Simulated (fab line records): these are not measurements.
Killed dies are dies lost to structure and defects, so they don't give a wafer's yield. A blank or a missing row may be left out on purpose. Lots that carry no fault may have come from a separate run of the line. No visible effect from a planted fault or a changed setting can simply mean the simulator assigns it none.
Matching of chambers + flow sky130 + SKY_VIA1_CMP_02 on cmp-02: 4 sister chambers
The step polishes SiO2. 18 wafers are shown with their chamber, then 9 later ones without.

WAFERS, EACH WITH ITS CHAMBER
| wafer  | chamber | motor_current_A (A) | platen_rpm (rpm) |
|--------|---------|---------------------|------------------|
| L645.3 | 0       | 13.3                | 60.02            |
| L645.5 | 0       | 12.6                | 60.00            |
| L645.6 | 1       | 11.4                | 60.06            |
| L646.2 | 0       | 12.4                | 59.94            |
| L646.3 | 2       | 13.8                | 60.01            |
| L646.5 | 0       | 13.2                | 59.93            |
| L653.2 | 0       | 13.0                | 59.99            |
| L653.5 | 2       | 13.1                | 60.03            |
| L653.6 | 1       | 11.6                | 60.01            |
| L655.1 | 2       | 13.2                | 60.00            |
| L655.2 | 1       | 12.0                | 59.98            |
| L655.5 | 3       | 13.7                | 60.00            |
| L656.2 | 2       | 13.1                | 59.95            |
| L656.3 | 0       | 12.2                | 59.96            |
| L656.5 | 1       | 11.8                | 60.01            |
| L663.1 | 2       | 13.3                | 59.91            |
| L663.3 | 1       | 11.5                | 59.93            |
| L663.5 | 1       | 11.5                | 59.97            |

SIGNATURES (means of the wafers above)
| reading         | chamber 0 | chamber 1 | chamber 2 | chamber 3 | scatter within a chamber |
|-----------------|-----------|-----------|-----------|-----------|--------------------------|
| motor_current_A | 12.783    | 11.633    | 13.300    | 13.700    | 0.338                    |
| platen_rpm      | 59.9733   | 59.9933   | 59.9800   | 60.0000   | 0.0428                   |
Rule: a wafer's distance from a chamber is the root of the sum, over the readings, of the square of ((its reading less the chamber's mean) divided by the reading's scatter). If the next closest chamber is less than 2 further off than the closest, the wafer can't be placed; otherwise it belongs to the closest. The scatter: take each reading less its chamber's mean, square it, sum over the shown wafers, divide by the number of wafers less the number of chambers, and take the root.

WAFERS WITHOUT THEIR CHAMBER
| wafer  | motor_current_A (A) | platen_rpm (rpm) |
|--------|---------------------|------------------|
| L664.3 | 11.9                | 59.97            |
| L664.4 | 13.1                | 59.99            |
| L664.5 | 12.4                | 59.97            |
| L665.2 | 12.9                | 60.02            |
| L665.3 | 11.2                | 60.05            |
| L665.4 | 13.9                | 60.08            |
| L666.1 | 13.0                | 60.07            |
| L666.3 | 12.4                | 60.07            |
| L666.4 | 14.5                | 59.97            |

WHICH CHAMBER EACH ONE RAN IN
| wafer  | from the rows above               | in truth |
|--------|-----------------------------------|----------|
| L664.3 | can't be placed: 1 or 0           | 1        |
| L664.4 | can't be placed: 2 or 0 or 3      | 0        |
| L664.5 | can't be placed: 0 or 1 or 2      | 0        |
| L665.2 | can't be placed: 0 or 2 or 3      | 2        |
| L665.3 | 1                                 | 1        |
| L665.4 | can't be placed: 3 or 2           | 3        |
| L666.1 | can't be placed: 2 or 0 or 3      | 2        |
| L666.3 | can't be placed: 0 or 1 or 2 or 3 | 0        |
| L666.4 | can't be placed: 3 or 2           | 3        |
Placed correctly: 1 of 9. Not placeable from these rows: 8 (in 8, the candidates include the true chamber). 0 placed wrongly.
